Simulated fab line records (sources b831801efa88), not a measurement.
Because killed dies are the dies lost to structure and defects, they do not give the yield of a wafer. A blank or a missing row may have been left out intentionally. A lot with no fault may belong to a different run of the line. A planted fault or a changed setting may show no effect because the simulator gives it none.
2 desks looking at one fault    flow sky130    what lay behind the numbers comes last; until then each desk has only its own

TOOL OWNER'S DESK, lpcvd-01
The tool's own readings at SKY_POLY_GATE_CVD_00 (deposits poly-Si, target thk 180 nm, time 720 s): means of the sampled wafers that have a number, for each lot that ran on this tool. If a lot's mean is further than 4 standard deviations from the usual mean, the lot is out of limits and carries the mark OUT (the distance appears in the brackets).
Columns: A = pressure_mtorr at SKY_POLY_GATE_CVD_00, usual 200.0 mTorr; B = spike_tc_lower_C at SKY_POLY_GATE_CVD_00, usual 620.9 C; C = zone_power_bottom_pct at SKY_POLY_GATE_CVD_00, usual 12.7 %; D = zone_power_centre_pct at SKY_POLY_GATE_CVD_00, usual 8.55 %
lot   first seen here  A      B      C     D
L435  day 14 13:38     199.9  619.1  13.1  8.33
L436  day 14 13:38     200.4  621.4  12.3  8.68
L439  day 15 16:36     200.9  619.5  13.2  8.45
L441  day 16 05:22     200.2  622.3  12.4  8.66
L442  day 16 15:46     200.0  621.5  12.4  8.63
L444  day 17 01:59     200.5  619.9  13.1  8.42
L455  day 20 22:43     199.5  619.7  13.3  8.34
L457  day 21 19:16     199.8  622.0  12.3  8.62
L458  day 21 22:52     200.0  618.3  13.2  8.41
L446  day 22 20:50     199.9  620.0  13.2  8.38
L447  day 23 08:18     199.4  621.8  12.5  8.75
L448  day 23 08:18     200.0  621.1  12.9  8.43
Finding of this desk: none of the 12 lots has anything out of limits.

AT THE METROLOGY DESK
Lot by lot, what the gauges showed, no matter which tool ran the lot: averages of those sampled wafers that carry a number. If a lot's mean is further than 4 standard deviations from the usual mean, the lot is out of limits and carries the mark OUT (the distance appears in the brackets).
Columns: A = SD_N_RS at SKY_SD_N_RS_MEAS_16, usual 68.64 ohm/sq
lot   first seen here  A
L435  day 28 13:40     68.74
L436  day 28 14:40     68.68
L439  day 29 17:52     68.37
L441  day 30 03:38     68.72
L442  day 30 13:31     68.49
L444  day 31 02:45     68.39
L455  day 34 07:13     68.59
L457  day 35 03:28     68.70
L458  day 35 04:37     68.61
L446  day 36 17:37     68.68
L448  day 37 02:25     68.61
L447  day 37 02:50     68.78
Finding of this desk: none of the 12 lots has anything out of limits.

BROUGHT TOGETHER
Nothing out of limits was seen by the tool owner's desk.
The metrology desk saw nothing out of limits.

WHAT THE SIMULATOR PUT IN
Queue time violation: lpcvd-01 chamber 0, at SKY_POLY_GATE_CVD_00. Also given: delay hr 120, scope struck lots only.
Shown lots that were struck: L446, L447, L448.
